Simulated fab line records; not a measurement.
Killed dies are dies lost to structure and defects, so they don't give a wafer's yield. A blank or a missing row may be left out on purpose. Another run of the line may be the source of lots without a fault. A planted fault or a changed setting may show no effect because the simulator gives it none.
The tool behind it: which one? || flow sky130 || Sampling: 6 lots, 18 wafers, 4 of 708 route steps

## WHAT THE GAUGES SHOWED, per wafer
SKY_GATE_OXIDE_OVL_MEAS_10.
{"lot": "L817", "measured": "day 14 16:30", "on": "overlay-01", "GATE_OXIDE_OVL (nm)": "1.9 1.4 -0.9"}
{"lot": "L819", "measured": "day 15 08:19", "on": "overlay-01", "GATE_OXIDE_OVL (nm)": "1.3 1.6 0.9"}
{"lot": "L822", "measured": "day 16 09:07", "on": "overlay-02", "GATE_OXIDE_OVL (nm)": "-1.0 -0.6 -1.4"}
{"lot": "L824", "measured": "day 17 00:25", "on": "overlay-01", "GATE_OXIDE_OVL (nm)": "1.6 0.5 0.6"}
{"lot": "L835", "measured": "day 20 23:58", "on": "overlay-01", "GATE_OXIDE_OVL (nm)": "-0.7 0.5 0.1"}
{"lot": "L838", "measured": "day 21 19:50", "on": "overlay-02", "GATE_OXIDE_OVL (nm)": "-1.7 -2.9 0.1"}

## TOOL THAT RAN EACH LOT (tool first, then ch and the chambers of the sampled wafers, then the start)
{"lot": "L817", "SKY_VT_ADJUST_LVTN_COAT_02": "litho_track-03 ch 0, day 7 00:51", "SKY_VT_ADJUST_LVTN_STRIP_09": "plasma_asher-01 ch 0,1, day 7 11:57", "SKY_SONOS_ONO_ETCH_15": "rie_diel-01 ch 0,3, day 13 10:33"}
{"lot": "L819", "SKY_VT_ADJUST_LVTN_COAT_02": "litho_track-02 ch 0, day 7 15:26", "SKY_VT_ADJUST_LVTN_STRIP_09": "plasma_asher-03 ch 0,1, day 8 01:28", "SKY_SONOS_ONO_ETCH_15": "rie_diel-01 ch 1,2, day 14 04:34"}
{"lot": "L822", "SKY_VT_ADJUST_LVTN_COAT_02": "litho_track-04 ch 0, day 8 10:35", "SKY_VT_ADJUST_LVTN_STRIP_09": "plasma_asher-03 ch 1, day 8 20:56", "SKY_SONOS_ONO_ETCH_15": "rie_diel-04 ch 1,2, day 15 03:13"}
{"lot": "L824", "SKY_VT_ADJUST_LVTN_COAT_02": "litho_track-04 ch 0, day 8 22:01", "SKY_VT_ADJUST_LVTN_STRIP_09": "plasma_asher-03 ch 0,1, day 9 10:06", "SKY_SONOS_ONO_ETCH_15": "rie_diel-01 ch 0,2,3, day 15 17:22"}
{"lot": "L835", "SKY_VT_ADJUST_LVTN_COAT_02": "litho_track-04 ch 0, day 12 01:17", "SKY_VT_ADJUST_LVTN_STRIP_09": "plasma_asher-02 ch 0,1, day 12 13:57", "SKY_SONOS_ONO_ETCH_15": "rie_diel-04 ch 0,2, day 19 15:43"}
{"lot": "L838", "SKY_VT_ADJUST_LVTN_COAT_02": "litho_track-03 ch 0, day 12 17:09", "SKY_VT_ADJUST_LVTN_STRIP_09": "plasma_asher-01 ch 0,1, day 13 06:08", "SKY_SONOS_ONO_ETCH_15": "rie_diel-04 ch 1,2,3, day 20 12:04"}
- SKY_VT_ADJUST_LVTN_COAT_02: resist thk 3000 nm.
- SKY_VT_ADJUST_LVTN_STRIP_09: strips in O2/N2.
- SKY_SONOS_ONO_ETCH_15: etches the open film in CHF3/O2, target depth 19.52 nm, time 7.8 s.

## THE ANSWER, worked out from the rows above alone
Rule: the lots themselves supply what counts as usual. Put in order of their means at a reading, lots are off if they are a third of the lots or fewer, leave a main group of 4 or more, and stand apart from it by a gap of 3 or more times the standard deviation of the main group's means; of several such gaps the widest counts. The tables above print the reading to a certain number of digits; a main group whose means all agree to those digits is not used. Also off: a lot with no number at a reading for which 4 or more lots have one. Where the step has rows for the other lots, those lots are counted as sound.
Nothing can be told from this: no lot is off at any reading shown.

## WHAT WAS PUT IN BY THE SIMULATOR
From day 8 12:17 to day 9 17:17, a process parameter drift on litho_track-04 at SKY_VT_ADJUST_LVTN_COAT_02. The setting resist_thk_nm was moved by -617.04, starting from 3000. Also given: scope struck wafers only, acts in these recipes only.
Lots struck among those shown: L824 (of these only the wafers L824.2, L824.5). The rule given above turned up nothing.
